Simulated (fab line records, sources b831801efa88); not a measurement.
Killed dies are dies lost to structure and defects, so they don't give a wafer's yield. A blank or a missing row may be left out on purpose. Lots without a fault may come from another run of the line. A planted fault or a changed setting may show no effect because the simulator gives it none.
Tool commonality check | flow gf180mcu | 12 lots, 36 wafers sampled

WHY IT WAS OPENED
At GF_POLY_GATE_THK_MEAS_01 the reading POLY_GATE_CVD_00_THK is flagged on 2 of 12 lots. Wafers without a fault read 199.9 nm, standard deviation 1.5.
Rule: a lot is flagged when every wafer of it that has a number lies more than 4 standard deviations from that mean, or none has a number. The other lots count as sound.

lot  | measured     | on            | POLY_GATE_CVD_00_THK (nm), wafer by wafer | flag
L683 | day 8 20:01  | film_metro-03 | 198.4 198.9 199.9                         |
L684 | day 9 05:01  | film_metro-01 | 199.7 200.9 199.8                         |
L685 | day 9 07:19  | film_metro-03 | 202.1 202.9 200.8                         |
L687 | day 9 22:58  | film_metro-03 | 202.1 201.8 201.8                         |
L688 | day 10 06:25 | film_metro-01 | 200.8 199.0 200.3                         |
L690 | day 10 21:28 | film_metro-03 | 202.3 200.4 199.8                         |
L692 | day 11 09:51 | film_metro-01 | 198.1 199.4 199.2                         |
L693 | day 11 20:54 | film_metro-03 | 200.4 199.6 202.4                         |
L694 | day 12 00:24 | film_metro-03 | 199.7 200.3 197.8                         |
L700 | day 13 14:53 | film_metro-03 | 186.7 186.2 185.6                         | FLAGGED
L701 | day 13 22:33 | film_metro-03 | 185.0 185.3 184.8                         | FLAGGED
L702 | day 14 03:42 | film_metro-03 | 199.5 199.6 198.5                         |
The numbers of the flagged lots are 185.6 nm on average: -14.3 nm against the usual, or -10 standard deviations.

WHICH TOOL RAN EACH LOT
The record holds 1 process step before the reading, out of a route of 602 steps. In each cell: the tool, then ch and the chambers that the sampled wafers went through, then the start.
lot  | flag    | GF_POLY_GATE_CVD_00
L683 |         | lpcvd-01 ch 1, day 8 18:40
L684 |         | lpcvd-01 ch 1, day 9 03:41
L685 |         | lpcvd-02 ch 0, day 9 05:59
L687 |         | lpcvd-02 ch 1, day 9 21:37
L688 |         | lpcvd-01 ch 0, day 10 05:05
L690 |         | lpcvd-02 ch 0, day 10 19:28
L692 |         | lpcvd-01 ch 1, day 11 08:31
L693 |         | lpcvd-01 ch 1, day 11 19:34
L694 |         | lpcvd-01 ch 0, day 11 23:04
L700 | FLAGGED | lpcvd-01 ch 0, day 13 13:32
L701 | FLAGGED | lpcvd-01 ch 0, day 13 21:13
L702 |         | lpcvd-02 ch 0, day 14 02:21
What these steps do:
- GF_POLY_GATE_CVD_00: deposits poly-Si, target thk 200 nm, time 1200 s.
- GF_POLY_GATE_THK_MEAS_01

FLAGGED OVER TOTAL, TOOL BY TOOL (the gauges that took the reading come last)
step                     | tool          | lots run | flagged | share of the flagged lots | sound lots run after its first flagged lot
GF_POLY_GATE_CVD_00      | lpcvd-01      | 8        | 2       | all                       | 0
GF_POLY_GATE_CVD_00      | lpcvd-02      | 4        | 0       | none                      | -
GF_POLY_GATE_THK_MEAS_01 | film_metro-01 | 3        | 0       | none                      | -
GF_POLY_GATE_THK_MEAS_01 | film_metro-03 | 9        | 2       | all                       | 1 (L702)

WHAT THE TABLE ALLOWS
2 rows of the table ran every flagged lot: lpcvd-01 at GF_POLY_GATE_CVD_00, film_metro-03 at GF_POLY_GATE_THK_MEAS_01.
- lpcvd-01 at GF_POLY_GATE_CVD_00: 2 of its 8 lots flagged. Its last sound lot is L694 (day 11 23:04), its first flagged lot L700 (day 13 13:32): a fault that began between those two fits.
- film_metro-03 at GF_POLY_GATE_THK_MEAS_01: 2 of its 9 lots flagged. Sound lots ran on it after the first flagged one (L702), which a lasting fault on the whole tool wouldn't allow.
One tool is left: lpcvd-01 at GF_POLY_GATE_CVD_00.

WHAT THE SIMULATOR HAD PUT IN
Process parameter drift: lpcvd-01, from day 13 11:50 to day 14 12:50, at GF_POLY_GATE_CVD_00. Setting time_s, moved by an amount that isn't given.
Lots struck among those shown: L700, L701. The rule above found the same.
